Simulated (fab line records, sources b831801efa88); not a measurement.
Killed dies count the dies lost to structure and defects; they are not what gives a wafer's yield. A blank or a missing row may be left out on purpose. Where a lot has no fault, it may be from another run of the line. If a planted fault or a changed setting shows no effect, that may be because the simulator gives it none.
A lot that was struck, set against a sound lot | flow sky130 | 38 out of 708 route steps
Sound: wafers L712.1, L712.2, L712.5. The struck wafers were L713.3, L713.4, L713.6. The cause is given at the end.
Order at every step that has rows: each side's tool, ch and its chambers, its first start. Under that, the readings that differ: sound wafers | struck wafers | difference of the means | sigmas: that difference in standard deviations of wafers without a fault.
alike: readings with means less than 2 such deviations apart, plus words and numbers identical on both sides. not compared: withheld readings, readings lacking a value on some wafer, bounds such as >300 that could conceal the same value, and numbers that have no deviation in the record and whose values overlap.
The two part at a step that has a row with sigmas, a row that says differs or no value, or rows on one side only. When numbers do not overlap yet have no deviation, they are printed without sigmas and do not part them. Lack of a reading on every wafer of one side parts them only where that side has two or more wafers.

first, 10 steps without rows for these wafers: SKY_RES_PROTECT_DEHYDRATE_00 (time 60 s); SKY_RES_PROTECT_HMDS_01 (prime time 60 s); SKY_RES_PROTECT_COAT_02 (resist thk 1140 nm); SKY_RES_PROTECT_SOFTBAKE_03 (time 60 s); SKY_RES_PROTECT_EXPOSE_04 (exposes mask RPM, target cd 1270 nm); SKY_RES_PROTECT_PEB_05; SKY_RES_PROTECT_DEVELOP_06 (develop time 60 s); SKY_POLY_GATE_IMPLANT_02; SKY_RES_PROTECT_STRIP_07 (strips in O2/N2); SKY_RES_PROTECT_CLEAN_09 (cleans in SC1/SC2, time 150 s).
SKY_POLY_GATE_CVD_03: deposits Si3N4 from DCS/NH3, target thk 75 nm, time 1290 s.
  sound on lpcvd-02 ch 0, day 19 20:09; struck on lpcvd-02 ch 1, day 20 06:22
  reading                                     | sound             | struck            | difference | sigmas
  spike tc centre C (C)                       | 772.4 771.5 773.3 | 804.1 805.5 804.4 | +32.3      | +32
  spike tc lower C (C)                        | 773.6 771.6 772.5 | 765.4 764.9 764.9 | -7.5       | -4
  spike tc top C (C)                          | 783.7 783.6 783.3 | 779.6 780.3 779.8 | -3.6       | -2
  spike tc upper C (C)                        | 771.3 771.2 771.5 | 766.0 765.4 765.1 | -5.8       | -6
  zone power centre pct (%)                   | 12.66 12.86 13.05 | 21.51 21.70 21.65 | +8.76      | +49
  zone power lower pct (%)                    | 13.40 13.32 13.48 | 9.11 8.89 8.99    | -4.40      | -31
  zone power upper pct (%)                    | 13.7 13.7 13.7    | 7.6 7.5 7.5       | -6.2       | -7
  model.Si3N4_of_POLY_GATE_CVD_03.thk nm (nm) | 74.65 75.22 74.92 | 85.41 82.06 78.91 | +7.20      |
  alike: pressure mtorr
SKY_POLY_GATE_THK_MEAS_04:
  struck on film metro-01, day 20 07:44; sound on film metro-03, day 19 21:31
  reading                   | sound          | struck         | difference | sigmas
  POLY_GATE_CVD_03_THK (nm) | 74.7 75.2 74.9 | 85.4 82.0 78.9 | +7.2       | +11
then, 9 steps without rows for these wafers: SKY_POLY_GATE_DEHYDRATE_05 (time 60 s); SKY_POLY_GATE_HMDS_06 (prime time 60 s); SKY_POLY_GATE_COAT_07 (resist thk 110 nm); SKY_POLY_GATE_COAT_08 (resist thk 450 nm); SKY_POLY_GATE_SOFTBAKE_09 (time 90 s); SKY_POLY_GATE_EXPOSE_10 (exposes mask P1M, target cd 150 nm); SKY_POLY_GATE_PEB_11; SKY_POLY_GATE_DEVELOP_12 (develop time 60 s); SKY_POLY_GATE_ETCH_15 (etches BARC in N2/H2, stops on SiO2, time 118.5 s, target depth 110 nm).
SKY_POLY_GATE_ETCH_16: etches Si3N4 in CH3F/O2, stops on poly-Si, time 147.5 s, target depth 75 nm.
  sound on rie diel-02 ch 0,1, day 21 04:17; struck on rie diel-02 ch 2,3, day 21 14:19
  reading                  | sound             | struck            | difference | sigmas
  ch3f flow sccm (sccm)    | 40.09 40.36 39.95 | 39.97 39.84 39.87 | -0.24      | -2
  oes product au (a.u.)    | 0.638 0.646 0.640 | 0.682 0.657 0.659 | +0.025     | +5
  model.etch.depth nm (nm) | 74.65 75.22 74.92 | 85.41 82.06 78.91 | +7.20      |
  alike: drypump motor current A, throttle valve pct
  not compared: rf hours counter h
then, 13 steps without rows for these wafers: SKY_POLY_GATE_ETCH_17 (etches poly-Si in HBr/Cl2, stops on SiO2, target depth 180 nm, time 70.5 s); SKY_POLY_GATE_STRIP_18 (strips in O2/N2); SKY_POLY_GATE_CLEAN_19 (cleans in SC1/SC2, time 150 s); SKY_POLY_GATE_OXIDATION_20 (stabilise 600 s, purge 300 s, target thk 4 nm); SKY_LDD_N_DEHYDRATE_00 (time 60 s); SKY_LDD_N_HMDS_01 (prime time 60 s); SKY_LDD_N_COAT_02 (resist thk 300 nm); SKY_LDD_N_SOFTBAKE_03 (time 60 s); SKY_LDD_N_EXPOSE_04 (exposes mask NTM, target cd 840 nm); SKY_LDD_N_PEB_05; SKY_LDD_N_DEVELOP_06 (develop time 60 s); SKY_LDD_N_IMPLANT_08; SKY_LDD_N_IMPLANT_09.
-- the record jumps here: 6 days lie between the struck wafers' starts before and after (it left off in module LDD_N and takes up again in module LDD_LDN, whose first step shown is number 303 of the route) --
SKY_LDD_LDN_CLEAN_14: cleans in SC1/SC2, time 150 s.
  sound on wet bench-04 ch 2, day 27 11:49; struck on wet bench-02 ch 3, day 27 21:52
  reading                                     | sound             | struck            | difference | sigmas
  model.Si3N4_of_POLY_GATE_CVD_03.thk nm (nm) | 74.52 75.09 74.78 | 85.28 81.92 78.77 | +7.19      |
  alike: temp c
SKY_POLY_CUT_ETCH_11: etches Si3N4 in CF4/CH2F2/Ar, stops on poly-Si, time 42.5 s, target depth 60 nm.
  sound on rie diel-01 ch 0,1, day 28 18:56; struck on rie diel-01 ch 0,2,3, day 29 03:49
  reading                              | sound                | struck               | difference | sigmas
  oes product au (a.u.)                | 0.827 0.837 0.823    | 0.885 0.876 0.853    | +0.042     | +7
  throttle valve pct (%)               | 14.987 14.987 14.973 | 15.007 15.006 14.992 | +0.019     | +2
  model.POLY_CUT.feature depth nm (nm) | 61.6 62.27 62        | 70.22 67.87 64.91    | +5.71      |
  model.etch.depth nm (nm)             | 61.6 62.27 62        | 70.22 67.87 64.91    | +5.71      |
  alike: drypump motor current A
  not compared: rf hours counter h
-- the record jumps here: 20 days lie between the struck wafers' starts before and after (it left off in module POLY_CUT and takes up again in module PAD_OPEN, whose first step shown is number 708 of the route) --
SKY_PAD_OPEN_PROBE_99:
  struck on prober-02, day 49 02:29; sound on prober-01, day 49 01:13
  not compared: model.etest.cap li to poly.c af um2

WHERE THEY PART
Earliest at SKY_POLY_GATE_CVD_03; latest, in this record, at SKY_POLY_CUT_ETCH_11.

WHY: what had been put in by the simulator
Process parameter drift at SKY_POLY_GATE_CVD_03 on lpcvd-02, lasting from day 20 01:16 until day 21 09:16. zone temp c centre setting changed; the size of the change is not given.
